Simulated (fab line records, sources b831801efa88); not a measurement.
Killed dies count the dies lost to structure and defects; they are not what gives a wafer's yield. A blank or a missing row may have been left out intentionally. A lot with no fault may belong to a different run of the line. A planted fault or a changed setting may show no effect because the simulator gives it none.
fab line records	flow sky130
[record] lots = 7	wafers = 21	lastDay = 50
route steps=708 shown NWELL@61
lots with no fault: from the same line, run without faults
startH: the number of hours between the record's first day and the start of the first shown wafer of the lot	waitH: hours elapsed since this lot's preceding step	" repeats the value in the row above	L1.1+2: one row covering several wafers at once	- value missing, or start not given	* or withheld: withheld	< > ~ a bound
route shown NAME@n: names a module that has steps shown in the file, with the first one's number in the route	usual: average and standard deviation across the fault-free wafers	same: alike in all rows	chamber/n: place in a boat	sites: each site's reading	_std_site: standard deviation of those values	_edge_site: the outer-site mean with the inner-site mean subtracted	radiusMm: for every site, how far away it sits from the centre of the wafer	mask NAME#n: copy n	behind: the tool/chamber that last shaped the wafer	hold: the reason the lot was held/the length of the hold in hours/how it ended	device: the n, p or np transistor that did not switch	end of line: the same wafers' tests at the end of the route	a step with no rows: only its recipe	killed: at the first sort, the dies lost to defects and structure; wafer yield is something else	map: per-die view of a wafer (x killed, . not killed, _ where there is no die)
set.NAME: the run value of the setting; set.NAME@STEP: its run value at that earlier step	model.NAME: the simulator's own value behind a step, which no gauge read
lots at selected steps of the route; one table per step, one row per wafer
services: when a tool's chamber went out of use (startH, in hours from the record's first day, below 0 if earlier), for how many hours, and the reason
[[steps]]
[step SKY_NWELL_PEB_08]
[recipe] tempC = 115	timeS = withheld
[step SKY_NWELL_DEVELOP_09]
[recipe] wallAngleDeg = 90	developer = TMAH	developTimeS = 60	devTempC = 23
[step SKY_NWELL_OVL_MEAS_10]
[usual] NWELL_00_OVL = 0.6/1.2
lot.wafer	tool	chamber	startH	waitH	NWELL_00_OVL[nm]
L860.1	overlay-01	-	87.56	-	1.1
L860.4	"	-	"	"	0.4
L860.5	"	-	"	"	-0.5
L861.2	overlay-02	-	93.79	-	1.3
L861.3	"	-	"	"	-0.8
L861.5	"	-	"	"	0.3
L868.1	overlay-01	-	133.18	-	0.1
L868.4	"	-	"	"	1.4
L868.6	"	-	"	"	1.5
L869.2	overlay-01	-	139.24	-	0.1
L869.4	"	-	"	"	-1.8
L869.6	"	-	"	"	-1.2
L870.2	overlay-01	-	142.09	-	-0.4
L870.4	"	-	"	"	-0.6
L870.5	"	-	"	"	1.3
L880.1	overlay-02	-	207.46	-	0.9
L880.2	"	-	"	"	1.8
L880.6	"	-	"	"	1.2
L881.1	overlay-01	-	212.16	-	1.8
L881.2	"	-	"	"	3.1
L881.5	"	-	"	"	1.4
[step SKY_NWELL_IMPLANT_11]
[recipe] species = P	energyKev = 400	doseCm2 = 1.9e+13	tiltDeg = withheld
[step SKY_NWELL_IMPLANT_12]
[recipe] species = P	energyKev = 120	doseCm2 = 1.3e+12	tiltDeg = withheld
[step SKY_NWELL_IMPLANT_13]
[recipe] species = P	energyKev = 50	doseCm2 = 7e+11	tiltDeg = withheld
[step SKY_NWELL_STRIP_14]
[recipe] chemistry = O2/N2	powerW = 1400	pressureMtorr = 1500	platenTempC = withheld	o2FlowSccm = 3000	n2FlowSccm = 300	overashFraction = 0.5
[usual] drypumpMotorCurrentA = 5.5/0.44	oesProductAu = 0.723/0.0045	stripTimeToEndpointS = 36.93/0.084
lot.wafer	tool	chamber	startH	waitH	drypumpMotorCurrentA	oesProductAu	rfHoursCounterH	stripTimeToEndpointS
L860.1	plasmaAsher-02	0	88.04	0.1	5.3	0.719	28	36.84
L860.4	"	0	"	"	5.3	0.724	-	36.86
L860.5	"	0	"	"	5.3	0.730	-	36.86
L861.2	plasmaAsher-02	0	94.27	0.1	5.3	0.725	28	36.84
L861.3	"	0	"	"	5.3	0.717	-	36.93
L861.5	"	0	"	"	5.3	0.720	-	36.83
L868.1	plasmaAsher-02	1	133.67	0.1	5.0	0.721	32	36.92
L868.4	"	0	"	"	5.3	0.723	-	36.89
L868.6	"	1	"	"	5.1	0.726	-	36.87
L869.2	plasmaAsher-03	1	139.72	0.1	5.3	0.718	48	36.81
L869.4	"	1	"	"	5.3	0.716	-	36.80
L869.6	"	1	"	"	5.3	0.726	-	36.94
L870.2	plasmaAsher-03	1	142.57	0.1	5.3	0.729	48	36.76
L870.4	"	1	"	"	5.3	0.722	-	36.78
L870.5	"	0	"	"	5.6	0.727	-	36.83
L880.1	plasmaAsher-03	0	207.94	0.1	5.6	0.723	55	36.92
L880.2	"	1	"	"	5.3	0.726	55	37.01
L880.6	"	1	"	"	5.3	0.721	-	36.84
L881.1	plasmaAsher-03	1	212.64	0.1	5.3	0.720	55	36.98
L881.2	"	0	"	"	5.6	0.730	55	36.94
L881.5	"	1	"	"	5.3	0.718	-	36.96
[step SKY_NWELL_TW_MEAS_15]
[usual] NWELL_TW = 1806/7.8
lot.wafer	tool	chamber	startH	waitH	NWELL_TW
L860.1	filmMetro-03	-	88.14	0.1	1802
L860.4	"	-	"	"	1799
L860.5	"	-	"	"	1802
L861.2	filmMetro-04	-	94.38	0.1	1815
L861.3	"	-	"	"	1804
L861.5	"	-	"	"	1807
L868.1	filmMetro-03	-	133.77	0.1	1795
L868.4	"	-	"	"	1797
L868.6	"	-	"	"	1796
L869.2	filmMetro-04	-	139.83	0.1	1806
L869.4	"	-	"	"	1805
L869.6	"	-	"	"	1805
L870.2	filmMetro-03	-	142.68	0.1	1792
L870.4	"	-	"	"	1786
L870.5	"	-	"	"	1792
L880.1	filmMetro-01	-	208.04	0.1	1815
L880.2	"	-	"	"	1798
L880.6	"	-	"	"	1806
L881.1	filmMetro-04	-	212.74	0.1	1811
L881.2	"	-	"	"	1819
L881.5	"	-	"	"	1812
[step SKY_NWELL_DEHYDRATE_16]
[recipe] tempC = 200	timeS = 60
[step SKY_NWELL_HMDS_17]
[recipe] primeTimeS = 60	primeTempC = 120
[step SKY_NWELL_COAT_18]
[recipe] spinRpm = 2000	resistThkNm = 3000
[step SKY_NWELL_SOFTBAKE_19]
[recipe] tempC = 110	timeS = withheld
[step SKY_NWELL_EXPOSE_20]
[recipe] maskId = NWM_COMPLEMENT	na = 0.6	sourceShape = conventional	sigmaOuter = 0.6	polarization = unpolarized	targetCdNm = 840	doseMj = 260
[usual] exposureDoseMJCm2 = 259.93/0.28	focusOffsetNm = 0.0/0.58
lot.wafer	tool	chamber	startH	waitH	mask	exposureDoseMJCm2	focusOffsetNm	model.NWELL.overlayYNm
L860.1	ilineStepper-01	0	96.83	-	NWM_COMPLEMENT#0	260.01	0.7	0.7783
L860.4	"	0	"	"	NWM_COMPLEMENT#0	259.94	0.1	0.7783
L860.5	"	0	"	"	NWM_COMPLEMENT#0	259.64	0.8	0.7783
L861.2	ilineStepper-01	0	102.90	-	NWM_COMPLEMENT#0	260.43	0.4	0.1659
L861.3	"	0	"	"	NWM_COMPLEMENT#0	260.17	1.1	0.1659
L861.5	"	0	"	"	NWM_COMPLEMENT#0	260.20	0.5	0.1659
L868.1	ilineStepper-02	-	143.66	-	NWM_COMPLEMENT#0	-	-	0.5513
L868.4	"	-	"	"	NWM_COMPLEMENT#0	-	-	0.5513
L868.6	"	-	"	"	NWM_COMPLEMENT#0	-	-	0.5513
L869.2	ilineStepper-02	-	149.28	-	NWM_COMPLEMENT#0	-	-	-1.421
L869.4	"	-	"	"	NWM_COMPLEMENT#0	-	-	-1.421
L869.6	"	-	"	"	NWM_COMPLEMENT#0	-	-	-1.421
L870.2	ilineStepper-01	-	152.22	-	NWM_COMPLEMENT#0	-	-	-0.5801
L870.4	"	-	"	"	NWM_COMPLEMENT#0	-	-	-0.5801
L870.5	"	-	"	"	NWM_COMPLEMENT#0	-	-	-0.5801
L880.1	ilineStepper-02	0	219.15	-	NWM_COMPLEMENT#0	259.62	0.5	0.8863
L880.2	"	0	"	"	NWM_COMPLEMENT#0	259.91	0.4	0.8863
L880.6	"	0	"	"	NWM_COMPLEMENT#0	259.67	0.0	0.8863
L881.1	ilineStepper-01	0	223.53	-	NWM_COMPLEMENT#0	259.48	0.2	-1.515
L881.2	"	0	"	"	NWM_COMPLEMENT#0	259.69	-0.2	-1.515
L881.5	"	0	"	"	NWM_COMPLEMENT#0	260.11	0.0	-1.515
[step SKY_NWELL_PEB_21]
[recipe] tempC = 115	timeS = withheld
[[services]]
tool	chamber	startH	hours	kind
plasmaAsher-02	-	112.83	1.6	repair
ilineStepper-01	-	164.70	1.5	repair
plasmaAsher-03	-	204.81	2.8	pm
[[key]]
[firstSign] step = SKY_NWELL_EXPOSE_20	reading = toolRecord	direction = missing
effect none on later readings
[modelEffect] step = SKY_NWELL_EXPOSE_20	value = NWELL.overlayYNm	without = 0.08478	struck = -0.4833
metAt SKY_NWELL_EXPOSE_20
struckWafers L868.1,L868.4,L868.6,L869.2,L869.4,L869.6,L870.2,L870.4,L870.5
sortLeftOut L868.1,L868.4,L868.6,L869.2,L869.4,L869.6,L870.2,L870.4,L870.5
testerLeftOut L868,L869,L870
onsetBetween 102.90 143.66
[fault] kind = skippedStepWhole	tool = ilineStepper-01,ilineStepper-02	chamber = -	onsetH = 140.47	steps = SKY_NWELL_EXPOSE_20	scope = struckLotsOnly
// testerLeftOut: of these lots the tester's yield and bins aren't shown, on N5 and GAA mostly nor the transistor test; their killed dies are dies lost to structure and defects alone, not to doping, threshold or leakage, so they don't give the yield
// sortLeftOut: the simulated sort isn't trusted on such a fault, so these wafers' sort isn't shown, and their yield isn't known
